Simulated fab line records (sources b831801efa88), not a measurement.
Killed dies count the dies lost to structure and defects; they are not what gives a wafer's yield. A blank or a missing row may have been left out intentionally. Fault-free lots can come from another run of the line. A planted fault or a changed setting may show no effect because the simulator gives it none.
Chamber matching + flow sfqLine + SFQ_TRILAYER_A5B_CMP_CMP_130 on cmp-01: 4 sister chambers
The step polishes, stops on Nb, target thk 340.7 nm. 16 wafers are shown with their chamber, then 8 later ones without.

== WAFERS, EACH WITH ITS CHAMBER ==
| wafer  | chamber | motorCurrentA (A) | slurryFilterDpKPa (kPa) |
|--------|---------|-------------------|-------------------------|
| L545.4 | 1       | 10.2              | 13.56                   |
| L545.5 | 1       | 9.3               | 13.50                   |
| L545.6 | 0       | 10.4              | 13.71                   |
| L546.3 | 0       | 9.8               | 13.78                   |
| L546.4 | 1       | 10.4              | 13.56                   |
| L546.5 | 1       | 10.5              | 13.56                   |
| L551.1 | 0       | 10.3              | 13.31                   |
| L551.2 | 3       | 10.9              | 13.47                   |
| L551.5 | 2       | 11.4              | 13.65                   |
| L553.2 | 2       | 11.1              | 13.67                   |
| L553.3 | 1       | 9.8               | 13.61                   |
| L553.4 | 3       | 10.0              | 13.54                   |
| L554.1 | 0       | 9.9               | 13.56                   |
| L554.3 | 2       | 10.6              | 13.58                   |
| L554.5 | 0       | 9.7               | 13.67                   |
| L558.2 | 1       | 10.2              | 13.53                   |

SIGNATURES (means of the wafers above)
| reading           | chamber 0 | chamber 1 | chamber 2 | chamber 3 | scatter within a chamber |
|-------------------|-----------|-----------|-----------|-----------|--------------------------|
| motorCurrentA     | 10.020    | 10.067    | 11.033    | 10.450    | 0.42                     |
| slurryFilterDpKPa | 13.6060   | 13.5533   | 13.6333   | 13.5050   | 0.111                    |
Rule: a wafer lies at a distance from a chamber equal to the root of the sum of squares, over the readings, of (its reading less the chamber's mean, divided by the reading's scatter). If the next closest chamber is less than 2 further off than the closest, the wafer can't be placed; otherwise it belongs to the closest. The scatter: take each reading less its chamber's mean, square it, sum over the shown wafers, divide by the number of wafers less the number of chambers, and take the root.

== WAFERS WHOSE CHAMBER IS MISSING ==
| wafer  | motorCurrentA (A) | slurryFilterDpKPa (kPa) |
|--------|-------------------|-------------------------|
| L558.5 | 10.5              | 13.53                   |
| L558.6 | 9.3               | 13.29                   |
| L561.4 | 11.0              | 13.78                   |
| L561.5 | 9.5               | 13.59                   |
| L561.6 | 11.1              | 13.58                   |
| L567.3 | 9.7               | 13.34                   |
| L567.5 | 10.0              | 13.55                   |
| L567.6 | 11.0              | 13.58                   |

== THE CHAMBER EACH PASSED THROUGH ==
| wafer  | from the rows above               | in truth |
|--------|-----------------------------------|----------|
| L558.5 | can't be placed: 3 or 1 or 0 or 2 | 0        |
| L558.6 | can't be placed: 1 or 0 or 3      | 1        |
| L561.4 | can't be placed: 2 or 3 or 0 or 1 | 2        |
| L561.5 | can't be placed: 0 or 1 or 3      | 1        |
| L561.6 | can't be placed: 2 or 3 or 1      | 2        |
| L567.3 | can't be placed: 1 or 3 or 0      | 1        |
| L567.5 | can't be placed: 1 or 0 or 3      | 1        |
| L567.6 | can't be placed: 2 or 3 or 1 or 0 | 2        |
Placed correctly: 0 of 8. Can't be placed from these rows: 8 (the true chamber is among the candidates in 8). 0 placed wrongly.
